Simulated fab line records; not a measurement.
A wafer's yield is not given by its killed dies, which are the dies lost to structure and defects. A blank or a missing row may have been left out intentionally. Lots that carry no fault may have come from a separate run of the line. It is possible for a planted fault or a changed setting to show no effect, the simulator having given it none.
A struck lot beside a sound one ; flow sky130 ; 26 out of 708 route steps
Sound: the wafers L420.2, L420.4, L420.5. Struck: wafer L430.6 (left out: L430.1, a lot-mate that was not struck); the cause follows at the end.
Order at every step that has rows: each side's tool, ch and its chambers, its first start. Under that, the readings that differ: sound wafers ; struck wafers ; difference of the means ; sigmas: that difference in standard deviations of wafers without a fault.
alike: a reading whose means differ by less than 2 such deviations, as well as words and numbers matching on both sides. not compared: withheld readings; readings where some wafer has no value; bounds like >300 that might hide an equal value; numbers whose values overlap and for which the record gives no deviation.
Wherever a step has rows on one side only, a row that says differs or no value, or a row with sigmas, the two part there. When numbers do not overlap yet have no deviation, they are printed without sigmas and do not part them. A reading that every wafer of one side lacks parts them only if that side has two wafers or more.

first, 9 steps without rows for these wafers: SKY_LI_CONTACT_ETCH_14 (etches BARC in N2/H2, stops on SiO2, time 45.9 s, target depth 60 nm); SKY_LI_CONTACT_ETCH_15 (etches PSG in C4F8/O2/Ar, stops on Si, target depth 600 nm); SKY_LI_CONTACT_STRIP_16 (strips in O2/N2); SKY_LI_CONTACT_CLEAN_17 (cleans in NMP, time 600 s); SKY_LI_CONTACT_PRE_CLEAN_18 (time 5.6 s); SKY_LI_CONTACT_SPUTTER_19 (material Ti, target thk 20 nm, time 106.37 s); SKY_LI_CONTACT_SPUTTER_20 (material TiN, target thk 20 nm, time 80 s); SKY_LI_CONTACT_CVD_21 (deposits W, target thk 400 nm, time 120.56 s); SKY_LI_CONTACT_CMP_24 (polishes, stops on PSG, t overpolish 20 s, target thk 0 nm).
SKY_LOCAL_INTERCONNECT_SPUTTER_00: material TiN, target thk 100 nm, time 83.3 s.
  sound on pvd sputter-04 at day 29 08:03; struck on pvd sputter-04 at day 32 23:28
reading;sound;struck;difference;sigmas
model.TiN_of_LOCAL_INTERCONNECT_SPUTTER_00.thk nm (nm);99.95 98.8 98.43;112.4;+13.3;
  alike: chamber pressure pa, throttle valve pct
SKY_LOCAL_INTERCONNECT_RS_MEAS_01: measures by four-point-probe.
  sound on film metro-03 at day 29 08:08; struck on film metro-02 at day 32 23:32
reading;sound;struck;difference;sigmas
LOCAL_INTERCONNECT_TIN_RS (ohm/sq);14.16 14.35 14.39;12.56;-1.74;-9
SKY_LOCAL_INTERCONNECT_THK_MEAS_02: measures by xrf.
  sound on film metro-03 at day 29 08:15; struck on film metro-02 at day 32 23:39
reading;sound;struck;difference;sigmas
LOCAL_INTERCONNECT_TIN_THK (nm);100.4 99.0 98.4;112.5;+13.2;+10
then, 9 steps without rows for these wafers: SKY_LOCAL_INTERCONNECT_DEHYDRATE_03 (time 60 s); SKY_LOCAL_INTERCONNECT_HMDS_04 (prime time 60 s); SKY_LOCAL_INTERCONNECT_COAT_05 (resist thk 60 nm); SKY_LOCAL_INTERCONNECT_COAT_06 (resist thk 450 nm); SKY_LOCAL_INTERCONNECT_SOFTBAKE_07 (time 90 s); SKY_LOCAL_INTERCONNECT_EXPOSE_08 (exposes mask LI1M, target cd 170 nm); SKY_LOCAL_INTERCONNECT_PEB_09; SKY_LOCAL_INTERCONNECT_DEVELOP_10 (develop time 60 s); SKY_LOCAL_INTERCONNECT_ETCH_13 (etches BARC in N2/H2, stops on SiO2, time 45.9 s, target depth 60 nm).
SKY_LOCAL_INTERCONNECT_METAL_ETCH_14: etches TiN in Cl2/BCl3, stops on PSG, target depth 110 nm, time 31.4 s.
  sound on rie metal-03 ch 0, day 30 12:38; struck on rie metal-01 ch 1, day 34 02:52
reading;sound;struck;difference;sigmas
oes product au (a.u.);0.943 0.929 0.929;0.995;+0.061;+7
throttle valve pct (%);21.908 21.908 21.903;21.878;-0.028;-3
  alike: drypump motor current A
  not compared: rf hours counter h
then, 1 step without rows for these wafers: SKY_LOCAL_INTERCONNECT_STRIP_15 (strips in O2/N2).
SKY_LOCAL_INTERCONNECT_STRIP_16: strips in post etch residue remover, time 1200 s.
  sound on wet bench-04 ch 0, day 30 12:49; struck on wet bench-04 ch 1, day 34 03:01
reading;sound;struck;difference;sigmas
model.TiN_of_LOCAL_INTERCONNECT_SPUTTER_00.thk nm (nm);99.53 98.38 98.01;112;+13;
then, 1 step without rows for these wafers: SKY_LOCAL_INTERCONNECT_CLEAN_17 (cleans in IPA, time 180 s).
-- a jump in the record: the struck wafers' starts before and after are 14 days apart (it breaks off in module LOCAL_INTERCONNECT and resumes in module PAD_OPEN, where the first step shown is number 708 of the route) --
SKY_PAD_OPEN_PROBE_99:
  the record has rows for the struck wafers here (prober-01, day 48 12:47) and none for the sound ones

== WHERE THEY PART ==
At SKY_LOCAL_INTERCONNECT_RS_MEAS_01 first; at SKY_PAD_OPEN_PROBE_99 last (within this record only).

WHY: whatever the simulator had introduced
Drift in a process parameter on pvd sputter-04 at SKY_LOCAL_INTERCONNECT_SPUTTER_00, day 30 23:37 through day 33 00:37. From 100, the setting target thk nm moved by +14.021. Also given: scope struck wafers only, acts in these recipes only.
